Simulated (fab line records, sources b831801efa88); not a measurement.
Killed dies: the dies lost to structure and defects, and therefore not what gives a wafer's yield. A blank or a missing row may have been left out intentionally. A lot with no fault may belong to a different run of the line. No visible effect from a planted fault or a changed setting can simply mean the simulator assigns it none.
Comparing a struck lot with a sound one + flow sky130 + 15 out of 708 route steps
Sound: these wafers, L833.1, L833.5, L833.6. Wafers L848.2, L848.3, L848.6 were the ones struck. At the end, the cause is stated.
Order at every step that has rows: each side's tool, ch and its chambers, its first start. Under that, the readings that differ: sound wafers + struck wafers + difference of the means + sigmas: that difference in standard deviations of wafers without a fault.
alike: readings with means less than 2 such deviations apart, plus words and numbers identical on both sides. not compared: withheld readings, readings lacking a value on some wafer, bounds such as >300 that could conceal the same value, and numbers that have no deviation in the record and whose values overlap.
The two part at a step that has a row with sigmas, a row that says differs or no value, or rows on one side only. Numbers that don't overlap but have no deviation are shown without sigmas and don't part them. A reading missing from all wafers of one side parts the sides only when that side holds two or more wafers.

SKY_LDD_HVP_STRIP_09: strips in O2/N2.
  sound on plasma_asher-01 ch 0,1, day 22 02:08; struck on plasma_asher-02 ch 0,1, day 27 17:14
| reading                      | sound             | struck            | difference | sigmas |
|------------------------------|-------------------|-------------------|------------|--------|
| strip_time_to_endpoint_s (s) | 4.112 4.132 4.104 | 4.148 4.149 4.155 | +0.035     | +2     |
  alike: drypump_motor_current_A, oes_product_au
  not compared: rf_hours_counter_h
SKY_LDD_HVP_TW_MEAS_10:
  sound on film_metro-04 at day 22 02:14; struck on film_metro-03 at day 27 17:21
  alike: LDD_HVP_TW
then, 7 steps without rows for these wafers: SKY_LDD_LDN_DEHYDRATE_00 (time 60 s); SKY_LDD_LDN_HMDS_01 (prime time 60 s); SKY_LDD_LDN_COAT_02 (resist thk 1140 nm); SKY_LDD_LDN_SOFTBAKE_03 (time 60 s); SKY_LDD_LDN_EXPOSE_04 (exposes mask LDNTM, target cd 700 nm); SKY_LDD_LDN_PEB_05; SKY_LDD_LDN_DEVELOP_06 (develop time 60 s).
SKY_LDD_LDN_OVL_MEAS_07:
  sound on overlay-01 at day 23 08:14; struck on overlay-01 at day 28 22:00
| reading          | sound          | struck      | difference | sigmas |
|------------------|----------------|-------------|------------|--------|
| LDD_LDN_OVL (nm) | -3.2 -2.6 -2.3 | 1.6 0.2 1.1 | +3.7       | +3     |
then, 2 steps without rows for these wafers: SKY_LDD_LDN_IMPLANT_08; SKY_LDD_LDN_IMPLANT_09.
SKY_LDD_LDN_IMPLANT_10:
  sound on implanter-03 ch 0, day 23 08:34; struck on implanter-01 ch 0, day 28 22:22
| reading            | sound                            | struck                        | difference | sigmas      |
|--------------------|----------------------------------|-------------------------------|------------|-------------|
| dose_ions_cm2      | 1.2514e+13 1.2517e+13 1.2503e+13 | 8.372e+12 8.387e+12 8.373e+12 | -4.134e+12 | -99 or more |
| faraday_current_uA | 72.0 72.7 73.0                   | 48.4 47.1 47.9                | -24.8      | -18         |
then, 1 step without rows for these wafers: SKY_LDD_LDN_IMPLANT_11.
-- here the record skips 21 days between the struck wafers' starts before and after, leaving off in module LDD_LDN and picking up in module PAD_OPEN (first step shown: number 708 of the route) --
SKY_PAD_OPEN_PROBE_99:
  sound on prober-01 at day 46 12:13; struck on prober-02 at day 50 00:21
| reading                         | sound          | struck         | difference | sigmas |
|---------------------------------|----------------|----------------|------------|--------|
| model.etest.tip_sonos.rs_ohm_sq | 2598 2560 2594 | 2771 2842 2838 | +233       |        |
  alike: killed_at_M0_to_M3, killed_at_M4_up, killed_at_contacts, killed_at_front_end, killed_at_other, killed_dies, killed_open, killed_short

## WHERE THEY PART
At SKY_LDD_HVP_STRIP_09 first; at SKY_LDD_LDN_IMPLANT_10 last (within this record only). Later steps at which nothing parts them and some readings are alike: SKY_PAD_OPEN_PROBE_99.

WHY: whatever the simulator had introduced
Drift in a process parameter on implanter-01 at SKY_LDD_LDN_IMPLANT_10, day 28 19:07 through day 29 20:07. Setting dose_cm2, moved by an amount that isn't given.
